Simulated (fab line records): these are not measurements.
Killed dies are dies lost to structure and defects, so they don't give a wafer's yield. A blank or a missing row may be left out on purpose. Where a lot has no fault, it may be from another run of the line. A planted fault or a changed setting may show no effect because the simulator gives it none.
2 desks, one fault -- flow gf180mcu -- each desk has only its own numbers; what lay behind them comes last

AT THE TOOL OWNER'S DESK: implanter-04
GF_HV_LDD_IMPLANT_36, tool's own readings: per-lot mean of the sampled wafers with a number, covering each lot this tool ran. A lot is out of limits, marked OUT, if its mean lies more than 4 standard deviations from the usual mean; the brackets give that distance.
Columns: A = dose-ions-cm2 at GF_HV_LDD_IMPLANT_36, usual 7.501e+12; B = faraday-current-uA at GF_HV_LDD_IMPLANT_36, usual 42.2; C = rotation-deg at GF_HV_LDD_IMPLANT_36, usual 270.00 degrees
lot,first seen here,A,B,C
L725,day 15 13:04,7.503e+12,42.4,269.99
L733,day 18 05:17,5.968e+12 (-99 or more) OUT,33.3 (-11) OUT,269.99
L735,day 18 21:41,5.980e+12 (-99 or more) OUT,33.9 (-10) OUT,270.01
This desk's finding: out of limits on L733, L735; first on L733, day 18 05:17 (dose-ions-cm2 at GF_HV_LDD_IMPLANT_36). Within limits: L725.

METROLOGY DESK
What the gauges read for every lot (on any tool): the sampled wafers with a number, averaged. A lot is out of limits, marked OUT, if its mean lies more than 4 standard deviations from the usual mean; the brackets give that distance.
Columns: A = cd-nm at GF_HV_LDD_CD_MEAS_31, usual 399.9 nm; B = HV_LDD_02_OVL at GF_HV_LDD_OVL_MEAS_32, usual 1.2 nm
lot,first seen here,A,B
L719,day 13 10:22,399.6,0.8
L725,day 15 12:27,399.5,0.5
L728,day 16 11:27,399.3,0.4
L733,day 18 04:41,400.2,-0.6
L735,day 18 21:04,400.8,-0.0
L736,day 18 22:43,398.0,2.0
This desk found nothing out of limits on any of the 6 lots.

TAKEN TOGETHER
The tool owner's desk could have raised an alarm at day 18 05:17, on L733, L735.
The metrology desk saw nothing out of limits.
The metrology desk holds a record of L733, L735, inside its limits.
All the named lots went through GF_HV_LDD_IMPLANT_36 on implanter-04.

WHAT THE SIMULATOR PUT IN
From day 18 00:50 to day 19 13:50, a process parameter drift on implanter-04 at GF_HV_LDD_IMPLANT_36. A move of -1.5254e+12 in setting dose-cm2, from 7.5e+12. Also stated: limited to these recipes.
Lots struck among those shown: L733, L735.
Each desk's first reading out of limits, in hours after the fault started: the tool owner's desk, 4.
